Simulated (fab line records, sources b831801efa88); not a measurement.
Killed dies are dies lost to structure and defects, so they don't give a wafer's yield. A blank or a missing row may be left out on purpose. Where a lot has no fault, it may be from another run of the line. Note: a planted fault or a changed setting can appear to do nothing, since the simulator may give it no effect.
What tool caused it? || flow sky130 || 11 lots, 32 wafers sampled, at 5 steps of a route of 708

## WHAT EACH GAUGE READ, for each wafer
SKY_NWELL_THK_MEAS_02. Usual: for NWELL_OXIDATION_THK the level is 10.05 nm and the standard deviation is 0.21.
{"lot": "L771", "measured": "day 2 14:06", "on": "film-metro-04", "NWELL_OXIDATION_THK (nm)": "10.09 10.02 9.93", "flag": ""}
{"lot": "L772", "measured": "day 3 01:17", "on": "film-metro-04", "NWELL_OXIDATION_THK (nm)": "10.18 10.32 10.41", "flag": ""}
{"lot": "L774", "measured": "day 3 06:32", "on": "film-metro-02", "NWELL_OXIDATION_THK (nm)": "10.15 9.92 10.21", "flag": ""}
{"lot": "L775", "measured": "day 3 12:07", "on": "film-metro-01", "NWELL_OXIDATION_THK (nm)": "10.38 10.38 10.41", "flag": ""}
{"lot": "L776", "measured": "day 3 15:35", "on": "film-metro-01", "NWELL_OXIDATION_THK (nm)": "10.25 10.16 10.21", "flag": ""}
{"lot": "L777", "measured": "day 3 21:14", "on": "film-metro-01", "NWELL_OXIDATION_THK (nm)": "9.87 9.95 9.94", "flag": ""}
{"lot": "L778", "measured": "day 4 04:27", "on": "film-metro-01", "NWELL_OXIDATION_THK (nm)": "9.90 9.77 9.80", "flag": ""}
{"lot": "L783", "measured": "day 5 05:24", "on": "film-metro-01", "NWELL_OXIDATION_THK (nm)": "10.13 10.11", "flag": ""}
{"lot": "L789", "measured": "day 6 10:49", "on": "film-metro-01", "NWELL_OXIDATION_THK (nm)": "9.99 9.87 9.92", "flag": ""}
{"lot": "L793", "measured": "day 7 11:22", "on": "film-metro-04", "NWELL_OXIDATION_THK (nm)": "9.87 9.92 9.89", "flag": ""}
{"lot": "L794", "measured": "day 7 16:23", "on": "film-metro-02", "NWELL_OXIDATION_THK (nm)": "9.98 10.15 10.19", "flag": ""}

SKY_SONOS_ONO_THK_MEAS_03. Usual: for SONOS_ONO_CVD_02_THK the level is 10.49 nm and the standard deviation is 0.14.
{"lot": "L771", "measured": "day 12 05:17", "on": "film-metro-04", "SONOS_ONO_CVD_02_THK (nm)": "10.30 10.36 10.30", "flag": ""}
{"lot": "L772", "measured": "day 12 15:01", "on": "film-metro-03", "SONOS_ONO_CVD_02_THK (nm)": "10.46 10.38 10.37", "flag": ""}
{"lot": "L774", "measured": "day 13 01:41", "on": "film-metro-03", "SONOS_ONO_CVD_02_THK (nm)": "10.50 10.37 10.41", "flag": ""}
{"lot": "L775", "measured": "day 13 09:00", "on": "film-metro-04", "SONOS_ONO_CVD_02_THK (nm)": "10.39 10.44 10.43", "flag": ""}
{"lot": "L776", "measured": "day 13 15:51", "on": "film-metro-02", "SONOS_ONO_CVD_02_THK (nm)": "10.70 10.75 10.72", "flag": ""}
{"lot": "L777", "measured": "day 13 21:55", "on": "film-metro-04", "SONOS_ONO_CVD_02_THK (nm)": "10.31 10.36 10.47", "flag": ""}
{"lot": "L778", "measured": "day 14 09:22", "on": "film-metro-03", "SONOS_ONO_CVD_02_THK (nm)": "10.56 10.53 10.51", "flag": ""}
{"lot": "L783", "measured": "day 15 22:35", "on": "film-metro-04", "SONOS_ONO_CVD_02_THK (nm)": "10.78 10.72", "flag": ""}
{"lot": "L789", "measured": "day 17 17:28", "on": "film-metro-03", "SONOS_ONO_CVD_02_THK (nm)": "10.29 10.54 10.40", "flag": ""}
{"lot": "L793", "measured": "day 19 06:44", "on": "film-metro-02", "SONOS_ONO_CVD_02_THK (nm)": "10.25 10.23 10.39", "flag": ""}
{"lot": "L794", "measured": "day 19 14:19", "on": "film-metro-02", "SONOS_ONO_CVD_02_THK (nm)": "10.17 10.25 10.31", "flag": ""}

## WHICH TOOL RAN EACH LOT (tool, then ch and the chambers of the sampled wafers, then the start)
{"lot": "L771", "SKY_NWELL_STRIP_14": "plasma-asher-04 ch 0,1, day 4 17:16", "SKY_VT_ADJUST_PCH_COAT_02": "litho-track-03 ch 0, day 10 08:10", "SKY_VT_ADJUST_PCH_STRIP_09": "plasma-asher-03 ch 0,1, day 10 20:12"}
{"lot": "L772", "SKY_NWELL_STRIP_14": "plasma-asher-02 ch 0,1, day 5 05:05", "SKY_VT_ADJUST_PCH_COAT_02": "litho-track-03 ch 0, day 10 21:38", "SKY_VT_ADJUST_PCH_STRIP_09": "plasma-asher-01 ch 0,1, day 11 09:53"}
{"lot": "L774", "SKY_NWELL_STRIP_14": "plasma-asher-02 ch 0,1, day 5 11:14", "SKY_VT_ADJUST_PCH_COAT_02": "litho-track-02 ch 0, day 11 07:49", "SKY_VT_ADJUST_PCH_STRIP_09": "plasma-asher-01 ch 0,1, day 11 19:56"}
{"lot": "L775", "SKY_NWELL_STRIP_14": "plasma-asher-01 ch 0,1, day 5 18:18", "SKY_VT_ADJUST_PCH_COAT_02": "litho-track-01 ch 0, day 11 14:34", "SKY_VT_ADJUST_PCH_STRIP_09": "plasma-asher-04 ch 0,1, day 12 03:08"}
{"lot": "L776", "SKY_NWELL_STRIP_14": "plasma-asher-01 ch 0,1, day 5 21:41", "SKY_VT_ADJUST_PCH_COAT_02": "litho-track-03 ch 0, day 11 21:29", "SKY_VT_ADJUST_PCH_STRIP_09": "plasma-asher-03 ch 0,1, day 12 09:39"}
{"lot": "L777", "SKY_NWELL_STRIP_14": "plasma-asher-02 ch 0,1, day 6 03:16", "SKY_VT_ADJUST_PCH_COAT_02": "litho-track-03 ch 0, day 12 02:14", "SKY_VT_ADJUST_PCH_STRIP_09": "plasma-asher-03 ch 0,1, day 12 14:17"}
{"lot": "L778", "SKY_NWELL_STRIP_14": "plasma-asher-01 ch 0,1, day 6 12:46", "SKY_VT_ADJUST_PCH_COAT_02": "litho-track-02 ch 0, day 12 13:01", "SKY_VT_ADJUST_PCH_STRIP_09": "plasma-asher-03 ch 0,1, day 13 02:50"}
{"lot": "L783", "SKY_NWELL_STRIP_14": "plasma-asher-01 ch 1, day 7 16:01", "SKY_VT_ADJUST_PCH_COAT_02": "litho-track-03 ch 0, day 14 01:02", "SKY_VT_ADJUST_PCH_STRIP_09": "plasma-asher-04 ch 0,1, day 14 14:29"}
{"lot": "L789", "SKY_NWELL_STRIP_14": "plasma-asher-04 ch 0,1, day 9 01:40", "SKY_VT_ADJUST_PCH_COAT_02": "litho-track-02 ch 0, day 15 18:43", "SKY_VT_ADJUST_PCH_STRIP_09": "plasma-asher-04 ch 1, day 16 09:38"}
{"lot": "L793", "SKY_NWELL_STRIP_14": "plasma-asher-01 ch 0,1, day 10 03:59", "SKY_VT_ADJUST_PCH_COAT_02": "litho-track-01 ch 0, day 17 04:05", "SKY_VT_ADJUST_PCH_STRIP_09": "plasma-asher-03 ch 0,1, day 17 19:32"}
{"lot": "L794", "SKY_NWELL_STRIP_14": "plasma-asher-01 ch 0, day 10 09:36", "SKY_VT_ADJUST_PCH_COAT_02": "litho-track-02 ch 0, day 17 12:46", "SKY_VT_ADJUST_PCH_STRIP_09": "plasma-asher-03 ch 0, day 18 03:45"}
- SKY_NWELL_STRIP_14: strips in O2/N2.
- SKY_VT_ADJUST_PCH_COAT_02: resist thk 3000 nm.
- SKY_VT_ADJUST_PCH_STRIP_09: strips in O2/N2.

## AS READ BY THE TOOLS THEMSELVES (means over the sampled wafers that have a number; for cases with no such wafer, the mark the record gives instead)
SKY_NWELL_STRIP_14. Usual: drypump-motor-current-A 5.7 A, standard deviation 0.42; n2-flow-sccm 300.1 sccm, standard deviation 0.88; o2-flow-sccm 2999 sccm, standard deviation 8; oes-product-au 0.722 a.u., standard deviation 0.0044; strip-time-to-endpoint-s 36.90 s, standard deviation 0.13.
{"lot": "L771", "tool": "plasma-asher-04", "drypump-motor-current-A (A)": 5.5, "n2-flow-sccm (sccm)": 300.1, "o2-flow-sccm (sccm)": 3001, "oes-product-au (a.u.)": 0.724, "strip-time-to-endpoint-s (s)": 36.99, "flag": ""}
{"lot": "L772", "tool": "plasma-asher-02", "drypump-motor-current-A (A)": 6.0, "n2-flow-sccm (sccm)": 300.8, "o2-flow-sccm (sccm)": 2997, "oes-product-au (a.u.)": 0.721, "strip-time-to-endpoint-s (s)": 36.91, "flag": ""}
{"lot": "L774", "tool": "plasma-asher-02", "drypump-motor-current-A (A)": 6.0, "n2-flow-sccm (sccm)": 300.0, "o2-flow-sccm (sccm)": 3003, "oes-product-au (a.u.)": 0.720, "strip-time-to-endpoint-s (s)": 36.92, "flag": ""}
{"lot": "L775", "tool": "plasma-asher-01", "drypump-motor-current-A (A)": 5.4, "n2-flow-sccm (sccm)": 301.4, "o2-flow-sccm (sccm)": 3003, "oes-product-au (a.u.)": 0.720, "strip-time-to-endpoint-s (s)": 36.94, "flag": ""}
{"lot": "L776", "tool": "plasma-asher-01", "drypump-motor-current-A (A)": 5.4, "n2-flow-sccm (sccm)": 300.4, "o2-flow-sccm (sccm)": 3004, "oes-product-au (a.u.)": 0.728, "strip-time-to-endpoint-s (s)": 36.81, "flag": ""}
{"lot": "L777", "tool": "plasma-asher-02", "drypump-motor-current-A (A)": 6.1, "n2-flow-sccm (sccm)": 300.0, "o2-flow-sccm (sccm)": 2999, "oes-product-au (a.u.)": 0.724, "strip-time-to-endpoint-s (s)": 37.08, "flag": ""}
{"lot": "L778", "tool": "plasma-asher-01", "drypump-motor-current-A (A)": 5.5, "n2-flow-sccm (sccm)": 301.0, "o2-flow-sccm (sccm)": 3007, "oes-product-au (a.u.)": 0.716, "strip-time-to-endpoint-s (s)": 37.01, "flag": ""}
{"lot": "L783", "tool": "plasma-asher-01", "drypump-motor-current-A (A)": 5.1, "n2-flow-sccm (sccm)": 299.0, "o2-flow-sccm (sccm)": 3004, "oes-product-au (a.u.)": 0.722, "strip-time-to-endpoint-s (s)": 36.80, "flag": ""}
{"lot": "L789", "tool": "plasma-asher-04", "drypump-motor-current-A (A)": 5.6, "n2-flow-sccm (sccm)": 298.9, "o2-flow-sccm (sccm)": 3006, "oes-product-au (a.u.)": 0.724, "strip-time-to-endpoint-s (s)": 36.94, "flag": ""}
{"lot": "L793", "tool": "plasma-asher-01", "drypump-motor-current-A (A)": 5.7, "n2-flow-sccm (sccm)": 299.9, "o2-flow-sccm (sccm)": 2997, "oes-product-au (a.u.)": 0.724, "strip-time-to-endpoint-s (s)": 36.73, "flag": ""}
{"lot": "L794", "tool": "plasma-asher-01", "drypump-motor-current-A (A)": 6.0, "n2-flow-sccm (sccm)": 300.3, "o2-flow-sccm (sccm)": 2995, "oes-product-au (a.u.)": 0.723, "strip-time-to-endpoint-s (s)": 36.99, "flag": ""}

SKY_VT_ADJUST_PCH_COAT_02. Usual: dispense-pressure-kPa reads 50.6 kPa (standard deviation 2.8).
{"lot": "L771", "tool": "litho-track-03", "dispense-pressure-kPa (kPa)": 48.9, "flag": ""}
{"lot": "L772", "tool": "litho-track-03", "dispense-pressure-kPa (kPa)": 48.9, "flag": ""}
{"lot": "L774", "tool": "litho-track-02", "dispense-pressure-kPa (kPa)": 55.6, "flag": ""}
{"lot": "L775", "tool": "litho-track-01", "dispense-pressure-kPa (kPa)": 49.0, "flag": ""}
{"lot": "L776", "tool": "litho-track-03", "dispense-pressure-kPa (kPa)": 49.0, "flag": ""}
{"lot": "L777", "tool": "litho-track-03", "dispense-pressure-kPa (kPa)": 48.9, "flag": ""}
{"lot": "L778", "tool": "litho-track-02", "dispense-pressure-kPa (kPa)": 55.5, "flag": ""}
{"lot": "L783", "tool": "litho-track-03", "dispense-pressure-kPa (kPa)": 49.0, "flag": ""}
{"lot": "L789", "tool": "litho-track-02", "dispense-pressure-kPa (kPa)": 55.5, "flag": ""}
{"lot": "L793", "tool": "litho-track-01", "dispense-pressure-kPa (kPa)": 49.1, "flag": ""}
{"lot": "L794", "tool": "litho-track-02", "dispense-pressure-kPa (kPa)": 55.6, "flag": ""}

SKY_VT_ADJUST_PCH_STRIP_09. Usual: drypump-motor-current-A 5.5 A, standard deviation 0.38; n2-flow-sccm 299.9 sccm, standard deviation 0.96; o2-flow-sccm 3000 sccm, standard deviation 8.8; oes-product-au 0.722 a.u., standard deviation 0.0042; strip-time-to-endpoint-s 36.90 s, standard deviation 0.12.
{"lot": "L771", "tool": "plasma-asher-03", "drypump-motor-current-A (A)": 5.3, "n2-flow-sccm (sccm)": 299.8, "o2-flow-sccm (sccm)": 2994, "oes-product-au (a.u.)": 0.722, "strip-time-to-endpoint-s (s)": 37.12, "flag": ""}
{"lot": "L772", "tool": "plasma-asher-01", "drypump-motor-current-A (A)": 5.4, "n2-flow-sccm (sccm)": 299.8, "o2-flow-sccm (sccm)": 2992, "oes-product-au (a.u.)": 0.724, "strip-time-to-endpoint-s (s)": 36.88, "flag": ""}
{"lot": "L774", "tool": "plasma-asher-01", "drypump-motor-current-A (A)": 5.6, "n2-flow-sccm (sccm)": 300.5, "o2-flow-sccm (sccm)": 2995, "oes-product-au (a.u.)": 0.721, "strip-time-to-endpoint-s (s)": 36.82, "flag": ""}
{"lot": "L775", "tool": "plasma-asher-04", "drypump-motor-current-A (A)": 5.5, "n2-flow-sccm (sccm)": 298.1, "o2-flow-sccm (sccm)": 2994, "oes-product-au (a.u.)": 0.724, "strip-time-to-endpoint-s (s)": 36.90, "flag": ""}
{"lot": "L776", "tool": "plasma-asher-03", "drypump-motor-current-A (A)": 5.3, "n2-flow-sccm (sccm)": 299.9, "o2-flow-sccm (sccm)": 3008, "oes-product-au (a.u.)": 0.725, "strip-time-to-endpoint-s (s)": 36.91, "flag": ""}
{"lot": "L777", "tool": "plasma-asher-03", "drypump-motor-current-A (A)": 5.3, "n2-flow-sccm (sccm)": 300.6, "o2-flow-sccm (sccm)": 2991, "oes-product-au (a.u.)": 0.722, "strip-time-to-endpoint-s (s)": 36.92, "flag": ""}
{"lot": "L778", "tool": "plasma-asher-03", "drypump-motor-current-A (A)": 5.3, "n2-flow-sccm (sccm)": 299.4, "o2-flow-sccm (sccm)": 3000, "oes-product-au (a.u.)": 0.722, "strip-time-to-endpoint-s (s)": 36.94, "flag": ""}
{"lot": "L783", "tool": "plasma-asher-04", "drypump-motor-current-A (A)": 5.7, "n2-flow-sccm (sccm)": 300.4, "o2-flow-sccm (sccm)": 2994, "oes-product-au (a.u.)": 0.724, "strip-time-to-endpoint-s (s)": 36.28, "flag": "OFF"}
{"lot": "L789", "tool": "plasma-asher-04", "drypump-motor-current-A (A)": 6.1, "n2-flow-sccm (sccm)": 299.3, "o2-flow-sccm (sccm)": 3010, "oes-product-au (a.u.)": 0.723, "strip-time-to-endpoint-s (s)": 37.09, "flag": ""}
{"lot": "L793", "tool": "plasma-asher-03", "drypump-motor-current-A (A)": 5.3, "n2-flow-sccm (sccm)": 299.6, "o2-flow-sccm (sccm)": 2991, "oes-product-au (a.u.)": 0.725, "strip-time-to-endpoint-s (s)": 36.84, "flag": ""}
{"lot": "L794", "tool": "plasma-asher-03", "drypump-motor-current-A (A)": 5.4, "n2-flow-sccm (sccm)": 300.2, "o2-flow-sccm (sccm)": 2993, "oes-product-au (a.u.)": 0.720, "strip-time-to-endpoint-s (s)": 36.70, "flag": ""}

## THE ANSWER, worked out from the rows above alone
Rule: take the mean of a lot's wafers that have a number; if it is more than 3 standard deviations from the usual mean, the lot is off. A lot without any number at a reading at which 4 lots or more have one is off too. Where the step has rows for the other lots, those lots are counted as sound. After the gauges, taken in route order, come the tools' own readings; for these a lot's mean is taken, as printed above. At the first step where some lot is off, the reading lying furthest off is the one used; lots without a number count as furthest.
Off at SKY_VT_ADJUST_PCH_STRIP_09 (strip-time-to-endpoint-s): L783.
A tool fits if, at that step or a process step before it, it ran every lot that is off, and no sound lot after the first of them. One fits: SKY_VT_ADJUST_PCH_COAT_02 on litho-track-03. Its last sound lot is L777 (day 12 02:14), its first lot that is off L783 (day 14 01:02): a fault that began between those two fits.

## WHAT HAD BEEN PUT IN BY THE SIMULATOR
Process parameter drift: litho-track-03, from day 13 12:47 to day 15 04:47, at SKY_VT_ADJUST_PCH_COAT_02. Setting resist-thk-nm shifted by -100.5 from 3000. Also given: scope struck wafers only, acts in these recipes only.
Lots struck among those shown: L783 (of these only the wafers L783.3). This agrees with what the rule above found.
